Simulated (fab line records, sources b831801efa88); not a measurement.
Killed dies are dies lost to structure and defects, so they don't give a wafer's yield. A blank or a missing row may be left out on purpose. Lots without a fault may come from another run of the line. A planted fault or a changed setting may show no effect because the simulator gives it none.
Chamber matching | flow gf180mcu | GF_V1_CVD_02 on pecvd-01: 3 sister chambers
The step deposits SiO2 from TEOS, target thk 850 nm, time 94.851 s. 6 wafers are shown with their chamber, then 7 later ones without.

WAFERS WITH THEIR CHAMBER
wafer  | chamber | heater_power_w (W)
L768.4 | 0       | 556
L774.5 | 1       | 690
L774.6 | 2       | 533
L777.4 | 1       | 684
L777.5 | 0       | 559
L777.6 | 2       | 518

WAFERS WITHOUT THEIR CHAMBER
wafer  | heater_power_w (W)
L778.1 | 559
L778.5 | 488
L778.6 | 688
L782.4 | 550
L782.6 | 569
L785.4 | 527
L785.5 | 557

WHICH CHAMBER EACH WENT THROUGH
wafer  | from the rows above | in truth
L778.1 | 0                   | 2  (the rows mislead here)
L778.5 | 2                   | 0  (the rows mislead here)
L778.6 | 1                   | 1
L782.4 | 0                   | 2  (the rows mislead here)
L782.6 | 0                   | 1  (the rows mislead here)
L785.4 | 2                   | 2
L785.5 | 0                   | 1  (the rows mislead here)
Placed correctly: 2 of 7. Can't be placed from these rows: 0. Placed wrongly: 5.
How it was worked out, from the rows above alone: a wafer's distance from a chamber is the root of the sum, over the readings, of the square of ((its reading less the chamber's mean) divided by the reading's scatter). The wafer belongs to the nearest chamber; if the next one is less than 2 further off, it can't be placed. A chamber's mean is the mean of its shown wafers. The scatter: the root of (the sum of the squares of (reading less its chamber's mean) over the shown wafers, divided by (wafers less chambers)).
